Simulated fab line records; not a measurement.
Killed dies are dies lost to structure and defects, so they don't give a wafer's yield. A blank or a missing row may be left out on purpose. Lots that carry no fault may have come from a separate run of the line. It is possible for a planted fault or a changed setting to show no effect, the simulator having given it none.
Matching of chambers	flow gf180mcu	GF_V5_CVD_02 on pecvd-04 has 3 sister chambers
The step deposits SiO2 from TEOS, target thk 1450 nm, time 163.28 s. 6 wafers are shown with their chamber, then 7 later ones without.

== WAFERS WITH THEIR CHAMBER ==
wafer	chamber	heater_power_w (W)
L081.1	2	771
L081.3	0	836
L088.4	1	715
L088.5	2	811
L089.1	1	706
L089.3	0	906

== WAFERS MISSING THEIR CHAMBER ==
wafer	heater_power_w (W)
L089.5	729
L095.4	858
L095.5	702
L095.6	656
L097.2	859
L097.3	645
L097.5	657

== CHAMBER TAKEN BY EACH ==
wafer	from the rows above	in truth
L089.5	can't be placed: 1 or 2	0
L095.4	can't be placed: 0 or 2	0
L095.5	1	1
L095.6	1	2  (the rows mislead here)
L097.2	can't be placed: 0 or 2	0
L097.3	1	1
L097.5	1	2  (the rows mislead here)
Correct placement for 2 of the 7. Unplaceable from these rows: 3, with the true chamber sitting among the candidates in 2. 2 placed wrongly.
How it was worked out, from the rows above alone: a wafer's distance from a chamber is the root of the sum, over the readings, of the square of ((its reading less the chamber's mean) divided by the reading's scatter). The wafer belongs to the nearest chamber; if the next one is less than 2 further off, it can't be placed. Each chamber's mean is taken over the wafers shown for it. How the scatter is found: for the shown wafers, subtract from each reading the mean of its chamber, square and add these, divide the total by (wafers less chambers), then take the root.
